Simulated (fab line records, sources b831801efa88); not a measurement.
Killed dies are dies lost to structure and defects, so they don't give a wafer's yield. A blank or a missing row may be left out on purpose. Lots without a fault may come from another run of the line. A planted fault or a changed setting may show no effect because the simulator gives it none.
Chamber matching | flow sky130 | SKY_PASSIVATION_CVD_02 on pecvd-03: 3 sister chambers
The step deposits Si3N4, target thk 540 nm. 3 wafers are shown with their chamber, then 8 later ones without.

WAFERS WITH THEIR CHAMBER
wafer  | chamber | heater_power_w (W)
L089.2 | 1       | 726
L089.6 | 0       | 850
L091.1 | 2       | 549

WAFERS WITHOUT THEIR CHAMBER
wafer  | heater_power_w (W)
L091.4 | 660
L091.5 | 616
L092.1 | 769
L092.5 | 826
L092.6 | 678
L097.2 | 696
L097.3 | 909
L097.5 | 681

WHICH CHAMBER EACH WENT THROUGH
wafer  | from the rows above     | in truth
L091.4 | can't be placed: 1 or 2 | 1
L091.5 | can't be placed: 2 or 1 | 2
L092.1 | can't be placed: 1 or 0 | 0
L092.5 | can't be placed: 0 or 1 | 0
L092.6 | can't be placed: 1 or 2 | 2
L097.2 | 1                       | 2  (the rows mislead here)
L097.3 | 0                       | 0
L097.5 | can't be placed: 1 or 2 | 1
Placed correctly: 1 of 8. Can't be placed from these rows: 6 (the true chamber is among the candidates in 6). Placed wrongly: 1.
How it was worked out, from the rows above alone: a wafer's distance from a chamber is the root of the sum, over the readings, of the square of ((its reading less the chamber's mean) divided by the reading's scatter). The wafer belongs to the nearest chamber; if the next one is less than 2 further off, it can't be placed. A chamber's mean is the mean of its shown wafers. The scatter: with one shown wafer a chamber, the root of the mean of the squares of how far each hidden wafer lies from its nearest shown one.
